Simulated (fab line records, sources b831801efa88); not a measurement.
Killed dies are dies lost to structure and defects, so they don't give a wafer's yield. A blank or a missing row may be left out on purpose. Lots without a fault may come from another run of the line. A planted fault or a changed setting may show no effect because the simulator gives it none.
fab line records | flow gf180mcu | part 1 of 2: steps 1 to 31 of 40
record lots=5 wafers=15 last_day=34
route steps=602 shown HV_LDD@225 NSD@235 PSD@248 SAB@264
lots that met no fault: from a run of the same line without faults
start_h: hours from the record's first day to the start of the lot's first wafer shown | wait_h: hours since the lot's step before | " the same as in the row above | L1.1+2: a row that stands for several wafers | - no value, or no start given | * or withheld: withheld | < > ~ a bound
route shown NAME@n: a module of which the file shows steps, and the number in the route of the first | usual: mean/standard deviation of fault-free wafers | same: alike in all rows | chamber/n: place in a boat | sites: the reading at each site | _std_site: their standard deviation | _edge_site: outer sites' mean less inner sites' | radius_mm: how far each site lies from the wafer's centre | mask NAME#n: copy n | behind: the tool/chamber that last shaped the wafer | hold: why the lot was held/for how many hours/how that ended | device: the transistor (n, p or np) that didn't switch | end of line: the same wafers' tests at the end of the route | a step without rows: its recipe alone | killed: dies lost to structure and defects at the first sort, not the wafer's yield | map: a wafer's dies, x killed, . not, _ none there
set.NAME: the setting as run; set.NAME@STEP: as run at that earlier step | model.NAME: the simulator's own value behind a step, which no gauge read
lots at some steps of the route; a table a step, a row a wafer
services: from which hour (start_h, from the record's first day; less than 0 if before it) a tool's chamber was out of use, for how many hours, and why
## steps
# step GF_HV_LDD_STRIP_49
# recipe chemistry=O2/N2 power_w=1400 pressure_mtorr=1500 platen_temp_c=250 o2_flow_sccm=3000 n2_flow_sccm=300 overash_fraction=0.5
# usual drypump_motor_current_A=5.97/0.26 heater_power_w=341/35 oes_product_au=0.716/0.0044 strip_time_to_endpoint_s=12.63/0.037
# columns lot.wafer tool chamber start_h wait_h drypump_motor_current_A heater_power_w oes_product_au rf_hours_counter_h strip_time_to_endpoint_s
L076.2 plasma_asher-03 1 285.92 0.1 5.68 317 0.715 18 12.65
L076.5 " 0 " " 5.99 279 0.716 - 12.66
L076.6 " 1 " " 5.71 316 0.717 - 12.63
L081.1 plasma_asher-01 0 333.75 0.1 6.44 381 0.711 71 12.61
L081.3 " 0 " " 6.45 384 0.721 - 12.58
L081.5 " 0 " " 6.46 391 0.712 - 12.56
L090.1 plasma_asher-01 1 397.80 0.1 5.59 378 0.713 78 12.61
L090.3 " 1 " " 5.58 378 0.710 - 12.65
L090.4 " 0 " " 6.51 387 0.717 - 12.64
L093.2 plasma_asher-03 0 429.70 0.1 5.99 290 0.715 33 12.60
L093.5 " 0 " " 5.97 291 0.711 - 12.59
L093.6 " 1 " " 5.70 316 0.717 - 12.56
L096.1 plasma_asher-02 0 451.87 0.1 6.12 325 0.716 63 12.72
L096.3 " 0 " " 6.12 326 0.712 - 12.68
L096.4 " 1 " " 6.00 376 0.719 - 12.70
# step GF_HV_LDD_TW_MEAS_50
# usual HV_LDD_4_TW=564/3.5
# columns lot.wafer tool chamber start_h wait_h HV_LDD_4_TW
L076.2 film_metro-04 - 286.03 0.1 565
L076.5 " - " " 561
L076.6 " - " " 564
L081.1 film_metro-01 - 333.85 0.1 561
L081.3 " - " " 561
L081.5 " - " " 561
L090.1 film_metro-03 - 397.90 0.1 567
L090.3 " - " " 568
L090.4 " - " " 569
L093.2 film_metro-03 - 429.81 0.1 568
L093.5 " - " " 565
L093.6 " - " " 567
L096.1 film_metro-03 - 451.97 0.1 570
L096.3 " - " " 570
L096.4 " - " " 563
# step GF_HV_LDD_CLEAN_51
# recipe chemistry=SC1/SC2 mix=1:4:20 temp_c=70 time_s=150 dry=n2_spin
# columns lot.wafer tool chamber start_h wait_h
L076.2+5+6 wet_bench-01 2 286.08 0.0
L081.1+3+5 wet_bench-02 0 333.91 0.1
L090.1+3+4 wet_bench-03 0 397.96 0.1
L093.2+5+6 wet_bench-02 3 429.86 0.0
L096.1+3+4 wet_bench-01 1 452.03 0.1
# step GF_HV_LDD_RTA_52
# recipe temp_c=1000 time_s=10 ambient=N2
# usual lamp_power_pct=29.8/0.88 wafer_temp_C_max=1004.3/1.1
# columns lot.wafer tool chamber start_h wait_h lamp_power_pct wafer_temp_C_max
L076.2 rtp_anneal-02 0 286.14 0.0 29.2 1002.8
L076.5 " 0 " " 29.2 1003.9
L076.6 " 0 " " 29.2 1002.3
L081.1 rtp_anneal-02 0 333.96 0.0 29.2 1003.4
L081.3 " 0 " " 29.2 1004.1
L081.5 " 0 " " 29.2 1003.6
L090.1 rtp_anneal-01 0 398.01 0.0 31.2 1003.5
L090.3 " 0 " " 31.2 1004.5
L090.4 " 0 " " 31.2 1005.9
L093.2 rtp_anneal-01 0 429.92 0.0 31.2 1006.9
L093.5 " 0 " " 31.1 1004.5
L093.6 " 0 " " 31.2 1006.0
L096.1 rtp_anneal-02 0 452.08 0.0 29.2 1004.9
L096.3 " 0 " " 29.2 1003.6
L096.4 " 0 " " 29.2 1003.7
# step GF_HV_LDD_RS_MEAS_53
# recipe thk_meas_gauge=four-point-probe
# usual HV_LDD_RS=418.3/0.92
# columns lot.wafer tool chamber start_h wait_h HV_LDD_RS[ohm/sq]
L076.2 film_metro-01 - 286.22 0.1 418.1
L076.5 " - " " 418.2
L076.6 " - " " 417.7
L081.1 film_metro-04 - 334.02 0.1 419.6
L081.3 " - " " 419.3
L081.5 " - " " 419.0
L090.1 film_metro-04 - 398.07 0.1 420.0
L090.3 " - " " 419.0
L090.4 " - " " 419.3
L093.2 film_metro-01 - 429.99 0.1 418.9
L093.5 " - " " 417.4
L093.6 " - " " 419.6
L096.1 film_metro-01 - 452.15 0.1 417.2
L096.3 " - " " 417.7
L096.4 " - " " 417.5
# step GF_HV_LDD_CVD_54
# recipe material=SiO2 target_thk_nm=10 precursor=TEOS temp_c=680 time_s=75 pressure_mtorr=400
# columns lot.wafer tool chamber start_h wait_h
L076.2+5+6 lpcvd-02 0 286.32 0.1
L081.1+3+5 lpcvd-01 1 334.14 0.1
L090.1+3+4 lpcvd-01 1 399.24 1.2
L093.2+5+6 lpcvd-01 0 430.09 0.1
L096.1+3+4 lpcvd-02 1 452.27 0.1
# step GF_HV_LDD_THK_MEAS_55
# recipe reads=SiO2_of_HV_LDD_CVD_54
# usual HV_LDD_CVD_54_THK=9.97/0.13
# columns lot.wafer tool chamber start_h wait_h HV_LDD_CVD_54_THK[nm]
L076.2 film_metro-03 - 287.86 0.0 9.96
L076.5 " - " " 9.97
L076.6 " - " " 9.90
L081.1 film_metro-01 - 335.16 0.0 10.05
L081.3 " - " " 10.07
L081.5 " - " " 9.96
L090.1 film_metro-03 - 400.26 0.0 10.17
L090.3 " - " " 10.07
L090.4 " - " " 10.02
L093.2 film_metro-01 - 431.12 0.0 9.83
L093.5 " - " " 10.01
L093.6 " - " " 9.98
L096.1 film_metro-03 - 453.29 0.0 9.75
L096.3 " - " " 9.75
L096.4 " - " " 9.80
# step GF_HV_LDD_CVD_56
# recipe material=Si3N4 precursor=DCS/NH3 target_thk_nm=90 temp_c=770 time_s=1543 pressure_mtorr=250
# columns lot.wafer tool chamber start_h wait_h
L076.2+5+6 lpcvd-02 1 287.91 0.0
L081.1+3+5 lpcvd-01 1 335.22 0.1
L090.1+3+4 lpcvd-02 1 400.32 0.1
L093.2+5+6 lpcvd-02 1 431.17 0.0
L096.1+3+4 lpcvd-01 1 453.35 0.1
# step GF_HV_LDD_THK_MEAS_57
# recipe reads=Si3N4_of_HV_LDD_CVD_56
# usual HV_LDD_CVD_56_THK=89.6/0.88
# columns lot.wafer tool chamber start_h wait_h HV_LDD_CVD_56_THK[nm]
L076.2 film_metro-04 - 290.06 0.0 89.8
L076.5 " - " " 90.1
L076.6 " - " " 90.0
L081.1 film_metro-03 - 336.65 0.0 89.5
L081.3 " - " " 89.5
L081.5 " - " " 90.0
L090.1 film_metro-04 - 401.75 0.0 88.8
L090.3 " - " " 89.1
L090.4 " - " " 88.8
L093.2 film_metro-04 - 432.61 0.0 91.3
L093.5 " - " " 92.0
L093.6 " - " " 91.4
L096.1 film_metro-03 - 454.78 0.0 88.9
L096.3 " - " " 88.0
L096.4 " - " " 88.3
# step GF_HV_LDD_ETCHBACK_58
# recipe chemistry=CH3F/O2 target=Si3N4 stop_on=SiO2 source_w=400 bias_w=80 pressure_mtorr=25 ch3f_flow_sccm=40 O2_flow_sccm=30 time_s=100 target_depth_a=900
# usual O2_flow_sccm=30.01/0.09 drypump_motor_current_A=5.7/0.34 oes_product_au=0.840/0.0064 throttle_valve_pct=10.560/0.0098
# columns lot.wafer tool chamber start_h wait_h O2_flow_sccm drypump_motor_current_A oes_product_au rf_hours_counter_h throttle_valve_pct
L076.2 rie_diel-02 0 290.11 0.0 29.96 5.0 0.840 0 10.565
L076.5 " 2 " " 29.97 5.8 0.836 - 10.558
L076.6 " 3 " " 30.13 6.0 0.838 - 10.546
L081.1 rie_diel-02 3 336.71 0.1 30.01 6.0 0.836 73 10.551
L081.3 " 1 " " 30.14 5.9 0.836 1 10.573
L081.5 " 2 " " 30.03 5.8 0.837 - 10.577
L090.1 rie_diel-04 3 401.81 0.1 30.10 5.6 0.837 30 10.556
L090.3 " 2 " " 30.04 6.0 0.843 8 10.567
L090.4 " 1 " " 30.04 5.8 0.842 20 10.563
L093.2 rie_diel-02 2 432.66 0.0 30.02 5.8 0.848 7 10.555
L093.5 " 2 " " 30.02 5.8 0.854 - 10.555
L093.6 " 3 " " 30.23 6.0 0.859 - 10.557
L096.1 rie_diel-03 2 454.84 0.1 30.04 5.7 0.841 16 10.549
L096.3 " 1 " " 30.02 6.3 0.826 92 10.566
L096.4 " 0 " " 29.97 5.8 0.832 6 10.571
# step GF_NSD_DEHYDRATE_00
# recipe temp_c=200 time_s=60
# columns lot.wafer tool chamber start_h wait_h
L076.2+5+6 litho_track-03 0 299.79 9.6
L081.1+3+5 litho_track-02 0 347.21 10.5
L090.1+3+4 litho_track-02 0 412.51 10.7
L093.2+5+6 litho_track-03 0 443.83 11.1
L096.1+3+4 litho_track-02 0 465.56 10.7
# step GF_NSD_HMDS_01
# recipe prime_time_s=60 prime_temp_c=120
# columns lot.wafer tool chamber start_h wait_h
L076.2+5+6 litho_track-03 0 299.94 0.1
L081.1+3+5 litho_track-02 0 347.36 0.1
L090.1+3+4 litho_track-02 0 412.66 0.1
L093.2+5+6 litho_track-03 0 443.98 0.1
L096.1+3+4 litho_track-02 0 465.71 0.1
# step GF_NSD_COAT_02
# recipe resist=NOVOLAK spin_rpm=3000 resist_thk_nm=1000
# columns lot.wafer tool chamber start_h wait_h
L076.2+5+6 litho_track-03 0 300.09 0.1
L081.1+3+5 litho_track-02 0 347.51 0.1
L090.1+3+4 litho_track-02 0 412.81 0.1
L093.2+5+6 litho_track-03 0 444.13 0.1
L096.1+3+4 litho_track-02 0 465.86 0.1
# step GF_NSD_SOFTBAKE_03
# recipe temp_c=90 time_s=60 resist=NOVOLAK
# columns lot.wafer tool chamber start_h wait_h
L076.2+5+6 litho_track-03 0 300.24 0.1
L081.1+3+5 litho_track-02 0 347.66 0.1
L090.1+3+4 litho_track-02 0 412.96 0.1
L093.2+5+6 litho_track-03 0 444.28 0.1
L096.1+3+4 litho_track-02 0 466.01 0.1
# step GF_NSD_EXPOSE_04
# recipe mask_id=Nplus target_cd_nm=400 na=0.6 source_shape=conventional sigma_outer=0.6 dose_mj=140
# usual focus_offset_nm=0.0/0.53
# columns lot.wafer tool chamber start_h wait_h mask focus_offset_nm
L076.2 iline_stepper-02 0 - - Nplus#0 0.5
L076.5 " 0 " " Nplus#0 -0.2
L076.6 " 0 " " Nplus#0 -0.1
L081.1 iline_stepper-02 0 - - Nplus#0 0.2
L081.3 " 0 " " Nplus#0 -0.1
L081.5 " 0 " " Nplus#0 0.0
L090.1 iline_stepper-01 0 - - Nplus#0 0.0
L090.3 " 0 " " Nplus#0 -0.2
L090.4 " 0 " " Nplus#0 -0.3
L093.2 iline_stepper-02 0 - - Nplus#0 -0.4
L093.5 " 0 " " Nplus#0 0.1
L093.6 " 0 " " Nplus#0 0.4
L096.1 iline_stepper-02 0 - - Nplus#0 -0.3
L096.3 " 0 " " Nplus#0 -0.5
L096.4 " 0 " " Nplus#0 -0.1
# step GF_NSD_PEB_05
# recipe temp_c=withheld time_s=* resist=NOVOLAK
# columns lot.wafer tool chamber start_h wait_h
L076.2+5+6 litho_track-03 0 - -
L081.1+3+5 litho_track-03 0 - -
L090.1+3+4 litho_track-04 0 - -
L093.2+5+6 litho_track-03 0 - -
L096.1+3+4 litho_track-03 0 - -
# step GF_NSD_DEVELOP_06
# recipe develop_time_s=60 dev_temp_c=23
# same develop_time_s=60
# columns lot.wafer tool chamber start_h wait_h
L076.2+5+6 litho_track-03 0 310.68 0.1
L081.1+3+5 litho_track-03 0 357.96 0.1
L090.1+3+4 litho_track-04 0 424.74 0.1
L093.2+5+6 litho_track-03 0 456.48 0.1
L096.1+3+4 litho_track-03 0 478.06 0.1
# step GF_NSD_CD_MEAS_07
# recipe target_cd_nm=400
# usual cd_nm=400.1/2.5
# columns lot.wafer tool chamber start_h wait_h cd_nm
L076.2 cd_sem-01 - 310.83 0.1 397.4
L076.5 " - " " 397.3
L076.6 " - " " 397.5
L081.1 cd_sem-01 - 358.11 0.1 398.0
L081.3 " - " " 396.4
L081.5 " - " " 396.1
L090.1 cd_sem-02 - 424.89 0.1 401.4
L090.3 " - " " 402.4
L090.4 " - " " 402.0
L093.2 cd_sem-01 - 456.63 0.1 400.2
L093.5 " - " " 398.5
L093.6 " - " " 397.2
L096.1 cd_sem-02 - 478.21 0.1 402.0
L096.3 " - " " 399.8
L096.4 " - " " 403.3
# step GF_NSD_OVL_MEAS_08
# usual NSD_OVL=0.0/1.3
# columns lot.wafer tool chamber start_h wait_h NSD_OVL[nm]
L076.2 overlay-01 - 310.94 0.1 1.4
L076.5 " - " " 0.6
L076.6 " - " " 0.6
L081.1 overlay-02 - 358.23 0.1 -0.8
L081.3 " - " " -0.2
L081.5 " - " " -1.1
L090.1 overlay-01 - 425.01 0.1 -1.8
L090.3 " - " " -1.3
L090.4 " - " " -1.3
L093.2 overlay-02 - 456.73 0.1 1.0
L093.5 " - " " 2.0
L093.6 " - " " 1.3
L096.1 overlay-02 - 478.33 0.1 0.1
L096.3 " - " " -0.3
L096.4 " - " " -1.2
# step GF_NSD_IMPLANT_09
# recipe species=As energy_kev=60 dose_cm2=4e+15 tilt_deg=7
# usual beam_energy_keV=59.999/0.017 beam_on_s=18.1/2.9
# columns lot.wafer tool chamber start_h wait_h beam_energy_keV beam_on_s
L076.2 implanter-03 0 310.99 0.0 59.986 23.5
L076.5 " 0 " " 59.992 23.9
L076.6 " 0 " " 59.965 23.5
L081.1 implanter-02 0 358.27 0.0 60.004 16.9
L081.3 " 0 " " 59.986 17.3
L081.5 " 0 " " 60.015 17.0
L090.1 implanter-01 0 425.05 0.0 59.999 16.7
L090.3 " 0 " " 59.998 16.1
L090.4 " 0 " " 59.984 16.1
L093.2 implanter-02 0 456.79 0.0 59.972 17.1
L093.5 " 0 " " 59.986 17.2
L093.6 " 0 " " 59.969 16.7
L096.1 implanter-02 0 478.36 0.0 59.975 16.1
L096.3 " 0 " " 60.020 16.5
L096.4 " 0 " " 60.018 17.2
# step GF_NSD_IMPLANT_10
# recipe species=P energy_kev=40 dose_cm2=5e+14 tilt_deg=7
# usual beam_energy_keV=40.003/0.012 beam_on_s=10.01/0.2
# columns lot.wafer tool chamber start_h wait_h beam_energy_keV beam_on_s
L076.2 implanter-03 0 311.14 0.1 40.002 9.81
L076.5 " 0 " " 40.008 10.38
L076.6 " 0 " " 40.010 10.26
L081.1 implanter-02 0 358.42 0.1 39.989 10.17
L081.3 " 0 " " 40.003 10.01
L081.5 " 0 " " 39.995 9.77
L090.1 implanter-01 0 425.20 0.1 39.995 10.20
L090.3 " 0 " " 39.990 9.71
L090.4 " 0 " " 39.995 10.31
L093.2 implanter-02 0 456.94 0.1 39.992 9.85
L093.5 " 0 " " 39.998 9.84
L093.6 " 0 " " 40.000 10.24
L096.1 implanter-02 0 478.51 0.1 40.006 9.87
L096.3 " 0 " " 40.015 9.85
L096.4 " 0 " " 39.999 9.76
# step GF_NSD_STRIP_11
# recipe chemistry=O2/N2 power_w=1400 pressure_mtorr=1500 platen_temp_c=250 o2_flow_sccm=3000 n2_flow_sccm=300 overash_fraction=0.5
# usual drypump_motor_current_A=6.03/0.29 heater_power_w=330/38 oes_product_au=0.487/0.0046 strip_time_to_endpoint_s=22.97/0.035
# columns lot.wafer tool chamber start_h wait_h drypump_motor_current_A heater_power_w oes_product_au rf_hours_counter_h strip_time_to_endpoint_s
L076.2 plasma_asher-01 0 311.27 0.1 6.46 379 0.484 68 23.00
L076.5 " 1 " " 5.60 380 0.485 - 23.01
L076.6 " 0 " " 6.52 382 0.490 - 22.99
L081.1 plasma_asher-04 0 358.57 0.1 6.19 322 0.489 71 22.98
L081.3 " 1 " " 6.08 287 0.480 - 23.00
L081.5 " 0 " " 6.19 317 0.481 - 23.00
L090.1 plasma_asher-01 0 425.35 0.1 6.44 379 0.487 81 22.94
L090.3 " 1 " " 5.60 388 0.484 - 23.00
L090.4 " 0 " " 6.46 381 0.490 - 22.94
L093.2 plasma_asher-04 0 457.06 0.1 6.19 314 0.482 3 23.03
L093.5 " 1 " " 6.07 304 0.488 - 23.07
L093.6 " 0 " " 6.19 308 0.482 - 23.03
L096.1 plasma_asher-03 1 478.66 0.1 5.71 325 0.489 36 22.98
L096.3 " 1 " " 5.70 312 0.493 - 23.02
L096.4 " 0 " " 5.97 291 0.488 - 23.01
# step GF_NSD_TW_MEAS_12
# usual NSD_TW=4234/51
# columns lot.wafer tool chamber start_h wait_h NSD_TW
L076.2 film_metro-04 - 311.38 0.1 4211
L076.5 " - " " 4207
L076.6 " - " " 4213
L081.1 film_metro-01 - 358.67 0.1 4165
L081.3 " - " " 4152
L081.5 " - " " 4163
L090.1 film_metro-04 - 425.45 0.1 4237
L090.3 " - " " 4214
L090.4 " - " " 4230
L093.2 film_metro-02 - 457.17 0.1 4302
L093.5 " - " " 4304
L093.6 " - " " 4323
L096.1 film_metro-02 - 478.76 0.1 4288
L096.3 " - " " 4284
L096.4 " - " " 4304
# step GF_PSD_DEHYDRATE_00
# recipe temp_c=200 time_s=60
# columns lot.wafer tool chamber start_h wait_h
L076.2+5+6 litho_track-01 0 320.90 9.5
L081.1+3+5 litho_track-03 0 368.76 10.1
L090.1+3+4 litho_track-02 0 436.56 11.1
L093.2+5+6 litho_track-01 0 468.39 11.2
L096.1+3+4 litho_track-02 0 489.86 11.1
# step GF_PSD_HMDS_01
# recipe prime_time_s=60 prime_temp_c=120
# columns lot.wafer tool chamber start_h wait_h
L076.2+5+6 litho_track-01 0 321.05 0.1
L081.1+3+5 litho_track-03 0 368.91 0.1
L090.1+3+4 litho_track-02 0 436.71 0.1
L093.2+5+6 litho_track-01 0 468.54 0.1
L096.1+3+4 litho_track-02 0 490.01 0.1
# step GF_PSD_COAT_02
# recipe resist=NOVOLAK spin_rpm=3000 resist_thk_nm=1000
# columns lot.wafer tool chamber start_h wait_h
L076.2+5+6 litho_track-01 0 321.20 0.1
L081.1+3+5 litho_track-03 0 369.06 0.1
L090.1+3+4 litho_track-02 0 436.86 0.1
L093.2+5+6 litho_track-01 0 468.69 0.1
L096.1+3+4 litho_track-02 0 490.16 0.1
# step GF_PSD_SOFTBAKE_03
# recipe temp_c=90 time_s=60 resist=NOVOLAK
# columns lot.wafer tool chamber start_h wait_h
L076.2+5+6 litho_track-01 0 321.35 0.1
L081.1+3+5 litho_track-03 0 369.21 0.1
L090.1+3+4 litho_track-02 0 437.01 0.1
L093.2+5+6 litho_track-01 0 468.84 0.1
L096.1+3+4 litho_track-02 0 490.31 0.1
# step GF_PSD_EXPOSE_04
# recipe mask_id=Pplus target_cd_nm=400 na=0.6 source_shape=conventional sigma_outer=0.6 dose_mj=140
# usual focus_offset_nm=0.1/0.49
# columns lot.wafer tool chamber start_h wait_h mask focus_offset_nm
L076.2 iline_stepper-01 0 - - Pplus#0 0.1
L076.5 " 0 " " Pplus#0 -0.9
L076.6 " 0 " " Pplus#0 0.2
L081.1 iline_stepper-02 0 - - Pplus#0 0.6
L081.3 " 0 " " Pplus#0 0.6
L081.5 " 0 " " Pplus#0 1.1
L090.1 iline_stepper-02 0 - - Pplus#0 0.1
L090.3 " 0 " " Pplus#0 -0.1
L090.4 " 0 " " Pplus#0 0.7
L093.2 iline_stepper-02 0 - - Pplus#0 0.8
L093.5 " 0 " " Pplus#0 0.6
L093.6 " 0 " " Pplus#0 1.0
L096.1 iline_stepper-01 0 - - Pplus#0 -0.7
L096.3 " 0 " " Pplus#0 0.5
L096.4 " 0 " " Pplus#0 -0.1
# step GF_PSD_PEB_05
# recipe temp_c=withheld time_s=* resist=NOVOLAK
# columns lot.wafer tool chamber start_h wait_h
L076.2+5+6 litho_track-01 0 - -
L081.1+3+5 litho_track-03 0 - -
L090.1+3+4 litho_track-02 0 - -
L093.2+5+6 litho_track-01 0 - -
L096.1+3+4 litho_track-02 0 - -
# step GF_PSD_DEVELOP_06
# recipe develop_time_s=60 dev_temp_c=23
# same develop_time_s=60
# columns lot.wafer tool chamber start_h wait_h
L076.2+5+6 litho_track-01 0 332.35 0.1
L081.1+3+5 litho_track-03 0 380.11 0.1
L090.1+3+4 litho_track-02 0 449.01 0.1
L093.2+5+6 litho_track-01 0 480.89 0.1
L096.1+3+4 litho_track-02 0 502.41 0.1
# step GF_PSD_CD_MEAS_07
# recipe target_cd_nm=400
# usual cd_nm=400.2/2.5
# columns lot.wafer tool chamber start_h wait_h cd_nm
L076.2 cd_sem-01 - 332.49 0.1 398.3
L076.5 " - " " 398.8
L076.6 " - " " 399.4
L081.1 cd_sem-01 - 380.26 0.1 398.7
L081.3 " - " " 397.2
L081.5 " - " " 399.0
L090.1 cd_sem-01 - 449.16 0.1 405.3
L090.3 " - " " 403.9
L090.4 " - " " 404.0
L093.2 cd_sem-01 - 481.04 0.1 399.9
L093.5 " - " " 400.2
L093.6 " - " " 400.3
L096.1 cd_sem-02 - 502.78 0.3 396.0
L096.3 " - " " 398.1
L096.4 " - " " 397.7
